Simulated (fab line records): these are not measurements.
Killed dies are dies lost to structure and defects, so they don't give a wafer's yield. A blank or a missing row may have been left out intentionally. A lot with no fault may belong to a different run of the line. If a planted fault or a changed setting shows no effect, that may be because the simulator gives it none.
Chamber matching | flow sky130 | SKY_CONTACT_CMP_27 on cmp-01 has 4 sister chambers
The step polishes, stops on SiO2, t overpolish 15 s, target thk 0 nm. 7 wafers are shown with their chamber, then 7 later ones without.

WAFERS, EACH WITH ITS CHAMBER
wafer  | chamber | motor_current_A (A) | slurry_filter_dp_kPa (kPa)
L781.1 | 1       | 9.6                 | 13.59
L781.2 | 2       | 10.6                | 13.73
L782.2 | 3       | 10.7                | 13.56
L782.4 | 0       | 10.9                | 13.52
L782.6 | 3       | 11.7                | 13.86
L783.2 | 1       | 9.7                 | 13.43
L783.3 | 0       | 11.4                | 13.60

WAFERS WHOSE CHAMBER IS MISSING
wafer  | motor_current_A (A) | slurry_filter_dp_kPa (kPa)
L783.4 | 11.3                | 13.46
L784.1 | 10.4                | 13.46
L784.2 | 11.1                | 13.61
L784.5 | 10.1                | 13.59
L785.5 | 10.6                | 13.25
L785.6 | 10.9                | 13.56
L786.4 | 10.7                | 13.31

EACH ONE'S CHAMBER
wafer  | from the rows above               | in truth
L783.4 | can't be placed: 0 or 3 or 2      | 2
L784.1 | can't be placed: 1 or 0 or 2 or 3 | 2
L784.2 | can't be placed: 0 or 3 or 2      | 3
L784.5 | can't be placed: 1 or 2 or 0 or 3 | 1
L785.5 | can't be placed: 0 or 1 or 2 or 3 | 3
L785.6 | can't be placed: 0 or 3 or 2      | 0
L786.4 | can't be placed: 0 or 1 or 2 or 3 | 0
Placed correctly: 0 of 7. Not placeable from these rows: 7 (in 7, the candidates include the true chamber). 0 placed wrongly.
How it was worked out, from the rows above alone: a wafer's distance from a chamber is the root of the sum, over the readings, of the square of ((its reading less the chamber's mean) divided by the reading's scatter). The wafer belongs to the nearest chamber; if the next one is less than 2 further off, it can't be placed. A chamber's mean is the mean of its shown wafers. The scatter: take each reading less its chamber's mean, square it, sum over the shown wafers, divide by the number of wafers less the number of chambers, and take the root.
